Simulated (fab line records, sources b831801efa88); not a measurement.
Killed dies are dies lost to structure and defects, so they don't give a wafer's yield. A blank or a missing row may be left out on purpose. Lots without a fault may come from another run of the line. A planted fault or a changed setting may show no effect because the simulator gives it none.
Which tool did it? | flow gf180mcu | 24 lots, 72 wafers sampled, at 3 steps of a route of 602

WHAT THE GAUGES READ, wafer by wafer
GF_M4_OVL_MEAS_15.
lot  | measured     | on         | M4_OVL (nm)
L074 | day 23 00:11 | overlay-01 | -1 2 1
L075 | day 23 04:35 | overlay-02 | -1 9 10
L076 | day 23 14:11 | overlay-01 | 7 -2 1
L077 | day 24 05:35 | overlay-01 | 8 11 7
L078 | day 24 08:09 | overlay-01 | 8 1 2
L079 | day 24 16:05 | overlay-01 | 6 -2 -2
L080 | day 25 07:17 | overlay-01 | -3 -7 -5
L081 | day 25 11:59 | overlay-02 | -7 -2 -3
L082 | day 26 06:32 | overlay-02 | -1 -6 -8
L083 | day 26 17:59 | overlay-01 | 2 -1 -2
L084 | day 26 23:47 | overlay-02 | -2 1 7
L085 | day 27 15:30 | overlay-02 | -6 -5 -3
L086 | day 27 21:38 | overlay-01 | -2 -2 -3
L087 | day 28 05:44 | overlay-02 | 4 10 11
L088 | day 28 09:05 | overlay-01 | 6 11 6
L090 | day 28 21:56 | overlay-01 | 4 -4 -3
L089 | day 29 01:44 | overlay-02 | 2 0 -3
L092 | day 29 10:32 | overlay-02 | 6 6 6
L091 | day 29 14:05 | overlay-01 | 2 0 -1
L093 | day 29 20:29 | overlay-01 | 4 9 12
L094 | day 30 00:38 | overlay-01 | -14 -16 -15
L096 | day 30 05:47 | overlay-02 | 3 5 6
L095 | day 30 08:24 | overlay-01 | 5 5 6
L097 | day 30 19:14 | overlay-02 | 4 1 6

GF_V4_THK_MEAS_03.
lot  | measured     | on            | V4_CVD_02_THK (nm)
L074 | day 23 01:07 | film_metro-03 | 841 866 858
L075 | day 23 05:32 | film_metro-04 | 858 860 845
L076 | day 23 15:09 | film_metro-03 | 860 859 859
L077 | day 24 06:35 | film_metro-03 | 825 852 846
L078 | day 24 09:08 | film_metro-03 | 843 863 862
L079 | day 24 16:59 | film_metro-01 | 845 849 860
L080 | day 25 08:24 | film_metro-03 | 846 854 854
L081 | day 25 13:05 | film_metro-01 | 840 862 849
L082 | day 26 07:34 | film_metro-01 | 847 868 858
L083 | day 26 18:54 | film_metro-01 | 850 836 855
L084 | day 27 00:44 | film_metro-01 | 851 863 855
L085 | day 27 16:27 | film_metro-01 | 845 850 849
L086 | day 27 22:34 | film_metro-04 | 837 852 852
L087 | day 28 06:39 | film_metro-04 | 848 849 857
L088 | day 28 10:02 | film_metro-04 | 859 849 852
L090 | day 28 22:52 | film_metro-01 | 836 846 855
L089 | day 29 02:50 | film_metro-03 | 834 850 853
L092 | day 29 11:34 | film_metro-04 | 848 841 850
L091 | day 29 14:59 | film_metro-04 | 850 843 864
L093 | day 29 21:25 | film_metro-04 | 852 856 853
L094 | day 30 01:33 | film_metro-04 | 859 835 867
L096 | day 30 06:41 | film_metro-01 | 839 845 858
L095 | day 30 09:25 | film_metro-03 | 878 852 857
L097 | day 30 20:29 | film_metro-04 | 851 833 842

WHICH TOOL RAN EACH LOT (tool, then ch and the chambers of the sampled wafers, then the start)
lot  | GF_M4_SPUTTER_01
L074 | pvd_sputter-03, day 22 00:40
L075 | pvd_sputter-02, day 22 05:19
L076 | pvd_sputter-03, day 22 15:13
L077 | pvd_sputter-03, day 23 06:47
L078 | pvd_sputter-03, day 23 09:25
L079 | pvd_sputter-02, day 23 17:19
L080 | pvd_sputter-03, day 24 09:07
L081 | pvd_sputter-01, day 24 13:26
L082 | pvd_sputter-02, day 25 08:10
L083 | pvd_sputter-03, day 25 21:37
L084 | pvd_sputter-01, day 26 01:58
L085 | pvd_sputter-01, day 26 18:35
L086 | pvd_sputter-01, day 27 01:28
L087 | pvd_sputter-02, day 27 09:37
L088 | pvd_sputter-03, day 27 12:56
L090 | pvd_sputter-02, day 28 02:37
L089 | pvd_sputter-02, day 28 06:10
L092 | pvd_sputter-01, day 28 15:47
L091 | pvd_sputter-02, day 28 19:31
L093 | pvd_sputter-03, day 29 01:34
L094 | pvd_sputter-03, day 29 05:34
L096 | pvd_sputter-03, day 29 10:53
L095 | pvd_sputter-03, day 29 13:31
L097 | pvd_sputter-03, day 30 01:14
- GF_M4_SPUTTER_01: material TiN, target thk 30 nm, time 25 s.

WHAT THE TOOLS THEMSELVES READ (means of the sampled wafers that have a number; where no wafer has one, the mark that the record gives instead)
GF_M4_SPUTTER_01.
lot  | tool           | throttle_valve_pct (%)
L074 | pvd_sputter-03 | 30.0
L075 | pvd_sputter-02 | 29.3
L076 | pvd_sputter-03 | 29.5
L077 | pvd_sputter-03 | 29.9
L078 | pvd_sputter-03 | 28.8
L079 | pvd_sputter-02 | 30.0
L080 | pvd_sputter-03 | 29.5
L081 | pvd_sputter-01 | 30.1
L082 | pvd_sputter-02 | 29.9
L083 | pvd_sputter-03 | 29.4
L084 | pvd_sputter-01 | 30.4
L085 | pvd_sputter-01 | 31.0
L086 | pvd_sputter-01 | 28.0
L087 | pvd_sputter-02 | 30.0
L088 | pvd_sputter-03 | 30.0
L090 | pvd_sputter-02 | 30.1
L089 | pvd_sputter-02 | 30.0
L092 | pvd_sputter-01 | 29.9
L091 | pvd_sputter-02 | 30.3
L093 | pvd_sputter-03 | 29.4
L094 | pvd_sputter-03 | 29.4
L096 | pvd_sputter-03 | 28.8
L095 | pvd_sputter-03 | 29.5
L097 | pvd_sputter-03 | 29.4

THE ANSWER, worked out from the rows above alone
Rule: what is usual is taken from the lots themselves. Put in order of their means at a reading, lots are off if they are a third of the lots or fewer, leave a main group of 4 or more, and stand apart from it by a gap of 3 or more times the standard deviation of the main group's means; of several such gaps the widest counts. A main group whose means are all the same, to the digits that the tables above print for the reading, isn't used. A lot without any number at a reading at which 4 lots or more have one is off too. The other lots that the step has rows for count as sound. The gauges are gone through in route order, then the tools' own readings, and for those a lot's mean is taken as printed above. The first step at which some lot is off is used, and at that step the reading that is off furthest; a lot without a number counts as furthest.
No lot is off at any reading shown: from this, nothing can be told.

WHAT THE SIMULATOR HAD PUT IN
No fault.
